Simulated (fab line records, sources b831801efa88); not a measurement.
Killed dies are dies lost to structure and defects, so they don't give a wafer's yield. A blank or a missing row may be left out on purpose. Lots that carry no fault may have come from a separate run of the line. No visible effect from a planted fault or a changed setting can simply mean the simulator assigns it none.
Chamber matching	flow sky130	cmp-01 running SKY_VIA2_CMP_24: 3 sister chambers
The step polishes, stops on SiO2, t overpolish 20 s, target thk 0 nm. 3 wafers are shown with their chamber, then 6 later ones without.

WAFERS PAIRED WITH THEIR CHAMBERS
wafer	chamber	motor-current-A (A)
L660.3	1	9.1
L661.3	3	10.2
L661.4	0	11.2

WAFERS WITH NO CHAMBER GIVEN
wafer	motor-current-A (A)
L661.6	10.6
L662.2	8.9
L662.5	9.2
L663.1	11.3
L663.3	10.6
L663.5	10.6

WHICH CHAMBER EACH ONE RAN IN
wafer	from the rows above	in truth
L661.6	can't be placed: 3 or 0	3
L662.2	1	1
L662.5	1	1
L663.1	0	0
L663.3	can't be placed: 3 or 0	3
L663.5	can't be placed: 3 or 0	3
Correct placement for 3 of the 6. From these rows, 3 cannot be placed; in 3 the true chamber is one of the candidates. Placed wrongly: 0.
How it was worked out, from the rows above alone: a wafer's distance from a chamber is the root of the sum, over the readings, of the square of ((its reading less the chamber's mean) divided by the reading's scatter). If the next closest chamber is less than 2 further off than the closest, the wafer can't be placed; otherwise it belongs to the closest. The mean given for a chamber averages the wafers shown for that chamber. The scatter: root of mean squared gap, hidden wafer to nearest shown wafer, with one shown wafer a chamber.
